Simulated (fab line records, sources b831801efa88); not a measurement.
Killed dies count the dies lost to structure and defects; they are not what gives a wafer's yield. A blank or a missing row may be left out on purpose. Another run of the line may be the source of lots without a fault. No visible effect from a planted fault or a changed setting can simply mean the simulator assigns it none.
Check of tool commonality    flow sky130    11 lots, 33 wafers sampled

== REASON FOR OPENING ==
At SKY_SD_N_RS_MEAS_17 the reading SD_P_RS is flagged on 2 of 11 lots. Wafers without a fault read 147.8 ohm/sq, standard deviation 0.37.
Rule: flag the lot when none of its wafers has a number, or when each of its wafers that has one lies beyond 4 standard deviations from that mean. As for the other lots, they are considered sound.

lot   measured      on             SD_P_RS (ohm/sq), wafer by wafer  flag
L741  day 28 18:59  film-metro-04  148.5 148.4 148.0                 
L742  day 29 13:50  film-metro-04  147.6 147.1 147.8                 
L744  day 29 15:13  film-metro-02  148.1 147.9 147.9                 
L750  day 31 10:41  film-metro-02  147.3 147.3 147.9                 
L756  day 33 22:13  film-metro-04  144.9 145.4 144.9                 FLAGGED
L755  day 33 23:26  film-metro-01  144.6 144.7 145.2                 FLAGGED
L758  day 34 05:31  film-metro-01  147.7 147.5 148.1                 
L757  day 34 10:43  film-metro-02  148.5 148.2 147.8                 
L760  day 34 22:10  film-metro-01  147.6 147.3 147.4                 
L761  day 35 11:27  film-metro-04  147.3 147.5 147.3                 
L763  day 35 20:19  film-metro-01  147.9 147.5 147.7                 
The numbers of the flagged lots are 144.9 ohm/sq on average: -2.9 ohm/sq against the usual, or -8 standard deviations.

== EACH LOT AND THE TOOL IT RAN ON ==
3 process steps preceding the reading are held in the record, out of 708 steps in the route. Cell contents, in order: the tool; ch with the chambers the sampled wafers went through; the start.
lot   flag     SKY_LDD_HVN_STRIP_09                  SKY_SD_P_IMPLANT_09              SKY_SD_P_STRIP_10
L741           plasma-asher-04 ch 0,1, day 21 06:59  implanter-02 ch 0, day 26 08:59  plasma-asher-01 ch 0,1, day 26 09:07
L742           plasma-asher-02 ch 1, day 22 02:39    implanter-02 ch 0, day 27 03:53  plasma-asher-02 ch 0,1, day 27 04:01
L744           plasma-asher-01 ch 0,1, day 22 03:33  implanter-04 ch 0, day 27 05:00  plasma-asher-02 ch 0,1, day 27 05:09
L750           plasma-asher-02 ch 0,1, day 24 03:18  implanter-02 ch 0, day 29 01:58  plasma-asher-04 ch 0,1, day 29 02:06
L756  FLAGGED  plasma-asher-02 ch 0,1, day 26 19:00  implanter-04 ch 0, day 31 14:55  plasma-asher-04 ch 0,1, day 31 15:04
L755  FLAGGED  plasma-asher-02 ch 0,1, day 26 23:59  implanter-04 ch 0, day 31 17:28  plasma-asher-01 ch 0,1, day 31 17:36
L758           plasma-asher-04 ch 0,1, day 27 04:08  implanter-03 ch 0, day 31 23:49  plasma-asher-04 ch 0,1, day 31 23:58
L757           plasma-asher-01 ch 0,1, day 27 08:48  implanter-03 ch 0, day 32 04:16  plasma-asher-01 ch 0,1, day 32 04:25
L760           plasma-asher-04 ch 0,1, day 27 19:59  implanter-02 ch 0, day 32 15:31  plasma-asher-02 ch 0,1, day 32 15:39
L761           plasma-asher-02 ch 0,1, day 28 11:22  implanter-03 ch 0, day 33 06:18  plasma-asher-02 ch 0,1, day 33 06:26
L763           plasma-asher-04 ch 0,1, day 28 20:00  implanter-03 ch 0, day 33 14:37  plasma-asher-04 ch 0,1, day 33 14:46
What the steps here do:
- SKY_LDD_HVN_STRIP_09: strips in O2/N2.
- SKY_SD_P_IMPLANT_09
- SKY_SD_P_STRIP_10: strips in O2/N2.
- SKY_SD_N_RS_MEAS_17: measures by four-point-probe.

== FLAGGED AGAINST TOTAL, ONE TOOL AT A TIME (gauges that did the reading follow at the end) ==
step                  tool             lots run  flagged  share of the flagged lots  sound lots run after its first flagged lot
SKY_LDD_HVN_STRIP_09  plasma-asher-01  2         0        none                       -
SKY_LDD_HVN_STRIP_09  plasma-asher-02  5         2        all                        1 (L761)
SKY_LDD_HVN_STRIP_09  plasma-asher-04  4         0        none                       -
SKY_SD_P_IMPLANT_09   implanter-02     4         0        none                       -
SKY_SD_P_IMPLANT_09   implanter-03     4         0        none                       -
SKY_SD_P_IMPLANT_09   implanter-04     3         2        all                        0
SKY_SD_P_STRIP_10     plasma-asher-01  3         1        some                       1 (L757)
SKY_SD_P_STRIP_10     plasma-asher-02  4         0        none                       -
SKY_SD_P_STRIP_10     plasma-asher-04  4         1        some                       2 (L758,L763)
SKY_SD_N_RS_MEAS_17   film-metro-01    4         1        some                       3 (L758,L760,L763)
SKY_SD_N_RS_MEAS_17   film-metro-02    3         0        none                       -
SKY_SD_N_RS_MEAS_17   film-metro-04    4         1        some                       1 (L761)

== WHAT THE TABLE PERMITS ==
In 2 table rows, all flagged lots were run: plasma-asher-02 (SKY_LDD_HVN_STRIP_09), implanter-04 (SKY_SD_P_IMPLANT_09).
- plasma-asher-02 at SKY_LDD_HVN_STRIP_09 ran 5 lots, 2 of them flagged. Sound lots followed the first flagged one (L761) on it, something a lasting fault affecting the whole tool could not allow.
- implanter-04 at SKY_SD_P_IMPLANT_09 ran 3 lots, 2 of them flagged. A fault beginning between L744 (day 27 05:00), its last sound lot, and L756 (day 31 14:55), its first flagged one, fits the data. Its own readings lie more than 4 standard deviations out on every wafer of the flagged lots: beam-on-s, dose-ions-cm2.
One tool is left: implanter-04 at SKY_SD_P_IMPLANT_09.

== WHAT THE SIMULATOR HAD PUT IN ==
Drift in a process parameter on implanter-04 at SKY_SD_P_IMPLANT_09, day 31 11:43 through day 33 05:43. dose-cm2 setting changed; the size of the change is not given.
Lots struck among those shown: L756, L755. The same result came from the rule above.
